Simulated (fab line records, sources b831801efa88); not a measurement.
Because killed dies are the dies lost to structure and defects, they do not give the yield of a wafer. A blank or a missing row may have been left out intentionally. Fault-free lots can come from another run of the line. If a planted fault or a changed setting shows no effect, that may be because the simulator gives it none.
fab line records | flow sky130
record lots=6 wafers=18 last-day=50
route steps=708 shown METAL1@454 VIA1@458 PAD_OPEN@708
lots with no fault: from the same line, run without faults
start-h: hours from the record's first day to the start of the lot's first wafer shown | wait-h: hours from the lot's prior step to this one | " as in the row above | L1.1+2: several wafers, shown together as one row | - value missing, or start not given | * or withheld: withheld | < > ~ a bound
route shown NAME@n: a module of which the file shows steps, and the number in the route of the first | usual: the fault-free wafers' mean and standard deviation | same: alike in all rows | chamber/n: place in a boat | sites: readings site by site | _std_site: the values' standard deviation | _edge_site: the outer-site mean with the inner-site mean subtracted | radius-mm: for every site, how far away it sits from the centre of the wafer | mask NAME#n: copy n | behind: tool/chamber where the wafer was last shaped | hold: reason for holding the lot/hours on hold/outcome of the hold | device: which transistor (n, p or np) failed to switch | end of line: the tests these same wafers got at the end of their route | a step without rows: its recipe alone | killed: dies lost to structure and defects at the first sort, not the wafer's yield | map: a wafer's dies, x killed, . not, _ none there
set.NAME: setting as actually run; set.NAME@STEP: the setting as run at that earlier step | model.NAME: the simulator's own value behind a step, which no gauge read
lots at some steps of the route; a table a step, a row a wafer
services: when a tool's chamber went out of use (start-h, in hours from the record's first day, below 0 if earlier), for how many hours, and the reason
## steps
# step SKY_METAL1_STRIP_20
# recipe chemistry=O2/N2 power-w=1400 pressure-mtorr=1500 platen-temp-c=withheld o2-flow-sccm=3000 n2-flow-sccm=300 overash-fraction=0.5
# usual drypump-motor-current-A=5.8/0.47 oes-product-au=0.342/0.005 strip-time-to-endpoint-s=2.68/0.071
# columns lot.wafer tool chamber start-h wait-h drypump-motor-current-A oes-product-au rf-hours-counter-h strip-time-to-endpoint-s
L557.4 plasma-asher-01 0 805.08 0.1 5.3 0.348 - 2.67
L557.5 " 0 " " 5.3 0.334 - 2.62
L557.6 " 1 " " 5.4 0.345 - 2.72
L560.4 plasma-asher-01 0 823.73 0.1 5.2 0.334 - 2.58
L560.5 " 0 " " 5.2 0.337 - 2.59
L560.6 " 1 " " 5.5 0.339 - 2.72
L567.2 plasma-asher-03 1 873.84 0.1 6.7 0.336 44 2.58
L567.4 " 0 " " 5.7 0.338 - 2.57
L567.5 " 1 " " 6.7 0.338 - 2.68
L568.2 plasma-asher-02 0 896.54 0.1 5.6 0.340 64 2.69
L568.4 " 0 " " 5.6 0.343 - 2.80
L568.5 " 1 " " 5.6 0.335 - 2.77
L574.2 plasma-asher-02 1 927.68 0.1 5.6 0.342 68 2.67
L574.3 " 1 " " 5.7 0.339 - 2.74
L574.5 " 1 " " 5.6 0.348 - 2.64
L575.1 plasma-asher-03 0 931.44 0.1 5.7 0.340 51 2.56
L575.2 " 1 " " 6.7 0.334 51 2.63
L575.3 " 0 " " 5.7 0.343 - 2.63
# step SKY_METAL1_STRIP_21
# recipe chemistry=post-etch-residue-remover time-s=1200 temp-c=72.5
# step SKY_METAL1_CLEAN_22
# recipe chemistry=IPA time-s=180 temp-c=25
# step SKY_METAL1_CLEAN_23
# recipe chemistry=O3/DIW dry=n2-spin
# step SKY_VIA1_HDPCVD_00
# recipe material=SiO2 target-thk-nm=1030 sigma-open-frac=0.3 time-s=171.7 temp-c=400 sih4-flow-sccm=60 pressure-mtorr=6
# step SKY_VIA1_THK_MEAS_01
# recipe reads=SiO2_of_VIA1_HDPCVD_00
# usual VIA1_HDPCVD_THK=1026/10
# columns lot.wafer tool chamber start-h wait-h VIA1_HDPCVD_THK[nm]
L557.4 film-metro-02 - 805.81 0.0 1027
L557.5 " - " " 1020
L557.6 " - " " 1005
L560.4 film-metro-04 - 824.43 0.0 1026
L560.5 " - " " 1029
L560.6 " - " " 1038
L567.2 film-metro-03 - 874.62 0.1 1015
L567.4 " - " " 1010
L567.5 " - " " 1015
L568.2 film-metro-03 - 897.26 0.1 1027
L568.4 " - " " 1022
L568.5 " - " " 1012
L574.2 film-metro-03 - 928.39 0.1 1019
L574.3 " - " " 1029
L574.5 " - " " 1033
L575.1 film-metro-02 - 932.15 0.1 1044
L575.2 " - " " 1027
L575.3 " - " " 1024
# step SKY_VIA1_CMP_02
# recipe material=SiO2 down-force-psi=4 platen-rpm=60 pad-velocity-m-s=0.94248
# usual edge-zone-pressure-frac=0.999/0.0039 motor-current-A=12.4/1.1
# columns lot.wafer tool chamber start-h wait-h edge-zone-pressure-frac motor-current-A
L557.4 cmp-01 0 805.90 0.1 0.999 11.5
L557.6 " 3 " " 1.000 11.1
L557.5 " 0 " " 0.998 12.0
L560.4 cmp-02 2 824.56 0.1 1.000 13.1
L560.5 " 0 " " 0.997 13.7
L560.6 " 1 " " 1.000 11.0
L567.2 cmp-01 0 874.72 0.1 1.003 12.1
L567.4 " 1 " " 0.992 14.2
L567.5 " 0 " " 1.008 11.4
L568.4 cmp-01 3 897.41 0.1 0.991 10.9
L568.2 " 0 " " 0.998 11.3
L568.5 " 2 " " 0.997 11.9
L574.2 cmp-02 1 928.44 0.0 0.999 11.0
L574.3 " 2 " " 0.998 12.6
L574.5 " 1 " " 0.998 11.7
L575.1 cmp-02 1 932.43 0.3 0.999 10.9
L575.3 " 2 " " 0.998 12.7
L575.2 " 0 " " 1.002 14.3
# step SKY_VIA1_BOW_MEAS_03
# recipe mode=bow
# usual VIA1_BOW=78/7.1
# columns lot.wafer tool chamber start-h wait-h VIA1_BOW[um]
L557.4 film-metro-02 - 806.21 0.3 76
L557.5 " - " " 75
L557.6 " - " " 76
L560.4 film-metro-03 - 824.82 0.2 84
L560.5 " - " " 79
L560.6 " - " " 81
L567.2 film-metro-02 - 874.99 0.2 73
L567.4 " - " " 79
L567.5 " - " " 78
L568.2 film-metro-03 - 897.63 0.1 81
L568.4 " - " " 78
L568.5 " - " " 80
L574.2 film-metro-04 - 928.76 0.3 75
L574.3 " - " " 85
L574.5 " - " " 75
L575.1 film-metro-04 - 932.73 0.2 67
L575.2 " - " " 73
L575.3 " - " " 73
# step SKY_VIA1_DEHYDRATE_04
# recipe temp-c=200 time-s=60
# step SKY_VIA1_HMDS_05
# recipe prime-time-s=60 prime-temp-c=120
# step SKY_VIA1_COAT_06
# recipe resist=BARC temp-c=withheld time-s=withheld spin-rpm=3000 resist-thk-nm=60
# step SKY_VIA1_COAT_07
# recipe resist=KrF-thick spin-rpm=3000 resist-thk-nm=450
# step SKY_VIA1_SOFTBAKE_08
# recipe temp-c=101 time-s=90 resist=KrF-thick
# usual heater-power-total-W=58.15/0.12 run-length-s=119.14/0.13
# columns lot.wafer tool chamber start-h wait-h heater-power-total-W run-length-s
L557.4 litho-track-03 0 819 - 58.26 119.12
L557.5 " 0 " " 58.00 119.12
L557.6 " 0 " " 58.29 119.25
L560.4 litho-track-04 0 838 - 58.06 118.94
L560.5 " 0 " " 58.23 118.91
L560.6 " 0 " " 58.19 119.10
L567.2 litho-track-04 0 887 - 61.45 105.33
L567.4 " 0 " " 61.56 105.30
L567.5 " 0 " " 61.17 105.10
L568.2 litho-track-04 0 909 - 61.62 105.40
L568.4 " 0 " " 61.63 105.25
L568.5 " 0 " " 61.28 105.25
L574.2 litho-track-01 0 940 - 58.22 119.13
L574.3 " 0 " " 58.03 119.50
L574.5 " 0 941 - 58.28 119.04
L575.1 litho-track-01 0 945 - 58.14 119.20
L575.2 " 0 " " 58.37 119.08
L575.3 " 0 " " 58.01 119.17
# step SKY_VIA1_EXPOSE_09
# recipe mask-id=VIM na=0.8 source-shape=annular sigma-inner=0.55 sigma-outer=0.85 target-cd-nm=150 dose-mj=38
# step SKY_PAD_OPEN_PROBE_99
# usual defect-limited-yield=82.6/1.9 killed_at_M0_to_M3=42/7 killed_at_M4_up=3.2/1.6 killed-at-contacts=24/5.8 killed-at-front-end=16/4.3 killed-at-other=0.3/0.62 killed-dies=86/9.5 killed-on-rim=17/3.7 killed-open=46/6.4 killed-short=39/6.3 sort_bin_3_pad_short=0.9/0.43 sort_bin_5_function=10.5/1.4 sort_bin_6_memory=6.1/1.2 sort-n-pass=406/9.5 sort-yield-pct=82.6/1.9
# same gross-dies=492 killed-at-back-side=0 sort_bin_4_leakage[%]=0 sort_bin_8_speed[%]=0
# columns lot.wafer tool chamber start-h wait-h defect-limited-yield[%] killed_at_M0_to_M3 killed_at_M4_up killed-at-contacts killed-at-front-end killed-at-other killed-dies killed-on-rim killed-open killed-short sort_bin_3_pad_short[%] sort_bin_5_function[%] sort_bin_6_memory[%] sort-n-pass sort-yield-pct[%]
L557.4 prober-02 - 1107.56 0.2 82.5 50 1 15 19 1 86 15 54 31 0.6 11.4 5.5 406 82.5
L557.5 prober-02 - 1107.61 0.2 82.9 39 3 25 17 0 84 19 47 36 0.8 7.3 8.9 408 82.9
L557.6 prober-02 - 1107.66 0.2 83.5 48 4 12 14 3 81 14 44 34 0.6 10.4 5.5 411 83.5
L560.4 prober-01 - 1121.85 0.2 84.1 30 5 26 17 0 78 15 41 37 1.0 8.9 5.9 414 84.1
L560.5 prober-01 - 1121.90 0.2 85.2 38 1 23 11 0 73 19 38 35 0.8 8.9 5.1 419 85.2
L560.6 prober-01 - 1121.95 0.2 82.1 41 4 22 21 0 88 19 42 46 0.8 10.8 6.3 404 82.1
L567.2 prober-02 - 1160.31 0.1 81.1 32 5 41 14 1 93 18 45 44 0.8 12.2 5.9 399 81.1
L567.4 prober-02 - 1160.41 0.2 81.1 50 3 25 15 0 93 26 52 38 1.0 10.6 7.3 399 81.1
L567.5 prober-02 - 1160.46 0.2 80.5 44 0 36 16 0 96 17 55 38 0.8 11.8 6.9 396 80.5
L568.2 prober-01 - 1171.91 0.1 81.1 41 4 31 17 0 93 12 57 36 0.8 11.8 6.3 399 81.1
L568.4 prober-01 - 1172.01 0.2 79.9 56 2 23 18 0 99 21 48 51 1.0 12.6 6.5 393 79.9
L568.5 prober-01 - 1172.06 0.2 81.9 32 4 35 17 1 89 22 49 40 0.8 11.8 5.5 403 81.9
L574.2 prober-01 - 1194.02 0.1 83.1 33 1 31 18 0 83 14 47 36 1.0 10.8 5.1 409 83.1
L574.3 prober-01 - 1194.07 0.2 80.1 51 4 18 25 0 98 20 49 49 1.2 12.4 6.3 394 80.1
L574.5 prober-01 - 1194.17 0.2 80.1 46 2 31 19 0 98 23 50 48 1.0 10.8 8.1 394 80.1
L575.1 prober-02 - 1195.82 0.1 82.1 31 5 35 15 2 88 12 45 42 1.0 11.2 5.7 404 82.1
L575.2 prober-02 - 1195.87 0.1 86.4 39 4 10 14 0 67 14 37 29 0.2 8.7 4.7 425 86.4
L575.3 prober-02 - 1195.92 0.2 84.1 30 3 26 19 0 78 17 47 30 0.4 10.6 4.9 414 84.1
# killed by level:class
L557.4 VIA1:geometric-particle:open=11 VIA2:geometric-particle:open=11 CONTACT:geometric-particle:open=7 POLY_GATE:geometric-particle:open=6 FIELD_ISO:geometric-particle:open=5 METAL1:geometric-particle:short=5 VIA1:geometric-particle:short=5 VIA3:geometric-particle:open=5
L557.5 VIA1:geometric-particle:open=16 LOCAL_INTERCONNECT:geometric-particle:short=9 VIA3:geometric-particle:open=8 FIELD_ISO:geometric-particle:short=7 LI_CONTACT:geometric-particle:open=6 CONTACT:geometric-particle:open=5 FIELD_ISO:geometric-particle:open=4 CONTACT:geometric-particle:short=4
L557.6 VIA1:geometric-particle:open=7 VIA3:geometric-particle:open=7 CONTACT:geometric-particle:open=6 VIA2:geometric-particle:open=6 METAL1:geometric-particle:short=4 METAL2:geometric-particle:short=4 METAL2:coat-microbubble-printed=3 FIELD_ISO:geometric-particle:open=3
L560.4 VIA2:geometric-particle:open=9 LI_CONTACT:geometric-particle:open=7 CONTACT:geometric-particle:open=6 POLY_GATE:geometric-particle:short=5 LOCAL_INTERCONNECT:geometric-particle:short=5 FIELD_ISO:geometric-particle:open=4 POLY_GATE:geometric-particle:open=4 CONTACT:geometric-particle:short=4
L560.5 VIA3:geometric-particle:open=9 CONTACT:geometric-particle:open=7 FIELD_ISO:geometric-particle:short=6 LOCAL_INTERCONNECT:geometric-particle:short=5 CONTACT:geometric-particle:short=5 VIA2:geometric-particle:open=5 VIA1:geometric-particle:open=5 LI_CONTACT:geometric-particle:open=4
L560.6 LI_CONTACT:geometric-particle:open=10 FIELD_ISO:geometric-particle:short=8 METAL1:geometric-particle:short=7 VIA2:geometric-particle:open=6 METAL2:geometric-particle:short=5 VIA1:geometric-particle:open=5 VIA3:geometric-particle:open=5 POLY_GATE:geometric-particle:short=4
L567.2 CONTACT:geometric-particle:open=17 CONTACT:geometric-particle:short=8 VIA1:geometric-particle:short=8 VIA1:geometric-particle:open=6 LOCAL_INTERCONNECT:geometric-particle:short=5 VIA3:geometric-particle:open=5 LI_CONTACT:geometric-particle:open=4 METAL4:geometric-particle:short=4
L567.4 VIA1:geometric-particle:open=16 CONTACT:geometric-particle:open=10 METAL1:geometric-particle:short=8 POLY_GATE:geometric-particle:open=5 VIA2:geometric-particle:open=5 VIA3:geometric-particle:open=5 LI_CONTACT:geometric-particle:short=4 METAL3:geometric-particle:short=4
L567.5 VIA1:geometric-particle:open=11 CONTACT:geometric-particle:open=9 CONTACT:geometric-particle:short=9 VIA3:geometric-particle:open=9 LI_CONTACT:geometric-particle:open=8 VIA2:geometric-particle:open=8 METAL2:geometric-particle:short=6 POLY_GATE:geometric-particle:short=4
L568.2 CONTACT:geometric-particle:open=14 VIA1:geometric-particle:open=13 FIELD_ISO:geometric-particle:open=6 VIA3:geometric-particle:open=6 LI_CONTACT:geometric-particle:open=5 LOCAL_INTERCONNECT:geometric-particle:short=5 LI_CONTACT:geometric-particle:short=4 METAL2:geometric-particle:short=4
L568.4 VIA1:geometric-particle:open=11 METAL1:geometric-particle:short=10 METAL2:geometric-particle:short=10 CONTACT:geometric-particle:open=8 VIA3:geometric-particle:open=7 CONTACT:geometric-particle:short=6 LI_CONTACT:geometric-particle:open=6 FIELD_ISO:geometric-particle:short=5
L568.5 CONTACT:geometric-particle:open=17 VIA1:geometric-particle:open=8 FIELD_ISO:geometric-particle:open=6 FIELD_ISO:geometric-particle:short=6 LOCAL_INTERCONNECT:geometric-particle:short=6 LI_CONTACT:geometric-particle:open=6 METAL2:geometric-particle:short=6 VIA3:geometric-particle:open=5
L574.2 CONTACT:geometric-particle:open=13 LI_CONTACT:geometric-particle:open=7 VIA1:geometric-particle:open=6 VIA2:geometric-particle:open=6 FIELD_ISO:geometric-particle:short=5 POLY_GATE:geometric-particle:short=5 LOCAL_INTERCONNECT:geometric-particle:short=5 CONTACT:geometric-particle:short=5
L574.3 POLY_GATE:geometric-particle:short=10 VIA2:geometric-particle:open=10 VIA3:geometric-particle:open=9 CONTACT:geometric-particle:open=9 METAL1:geometric-particle:short=8 VIA1:geometric-particle:open=7 FIELD_ISO:geometric-particle:open=5 METAL2:geometric-particle:short=5
L574.5 VIA2:geometric-particle:open=10 LOCAL_INTERCONNECT:geometric-particle:short=8 CONTACT:geometric-particle:open=8 LI_CONTACT:geometric-particle:open=7 VIA3:geometric-particle:open=7 CONTACT:geometric-particle:short=6 METAL1:geometric-particle:short=6 METAL2:geometric-particle:short=6
L575.1 CONTACT:geometric-particle:open=11 LI_CONTACT:geometric-particle:open=9 LOCAL_INTERCONNECT:geometric-particle:short=8 VIA2:geometric-particle:open=7 METAL1:geometric-particle:short=5 VIA3:geometric-particle:open=5 LI_CONTACT:geometric-particle:short=4 METAL2:geometric-particle:short=4
L575.2 VIA2:geometric-particle:open=9 POLY_GATE:geometric-particle:open=7 METAL1:geometric-particle:short=7 VIA1:geometric-particle:open=6 CONTACT:geometric-particle:open=5 VIA3:geometric-particle:open=5 METAL4:geometric-particle:short=4 FIELD_ISO:geometric-particle:short=3
L575.3 VIA2:geometric-particle:open=10 LI_CONTACT:geometric-particle:open=8 FIELD_ISO:geometric-particle:open=6 CONTACT:geometric-particle:short=6 LOCAL_INTERCONNECT:geometric-particle:short=5 CONTACT:geometric-particle:open=5 VIA1:geometric-particle:open=5 VIA3:geometric-particle:open=5
## services
# columns tool chamber start-h hours kind
cmp-02 - 783.96 0.5 repair
plasma-asher-02 - 817.16 4.3 pm
cmp-02 - 836.76 6.3 pm
cmp-01 - 843.30 5.4 pm
cmp-01 - 863.45 1.8 repair
cmp-02 - 887.93 1.4 repair
cmp-02 - 893.59 8.4 repair
cmp-01 - 912.00 4.0 pm
cmp-01 - 916.00 - consumable-replace:conditioner
cmp-01 - 916.00 - consumable-replace:pad
cmp-02 - 924.09 0.6 repair
cmp-01 - 928.78 6.8 pm
## key
first-sign step=SKY_VIA1_SOFTBAKE_08 reading=run-length-s direction=down sigmas=99+ usual=* struck=*
effect step=SKY_VIA1_SOFTBAKE_08 reading=heater-power-total-W direction=up sigmas=28 usual=* struck=*
met-at SKY_VIA1_SOFTBAKE_08
struck-wafers L567.2,L567.4,L567.5,L568.2,L568.4,L568.5
onset-between 838 887
fault kind=process-parameter-drift tool=litho-track-04 chamber=- onset-h=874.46 steps=SKY_VIA1_SOFTBAKE_08 channel=time-s offset=* shape=step end-h=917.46 acts-in=* stated=*
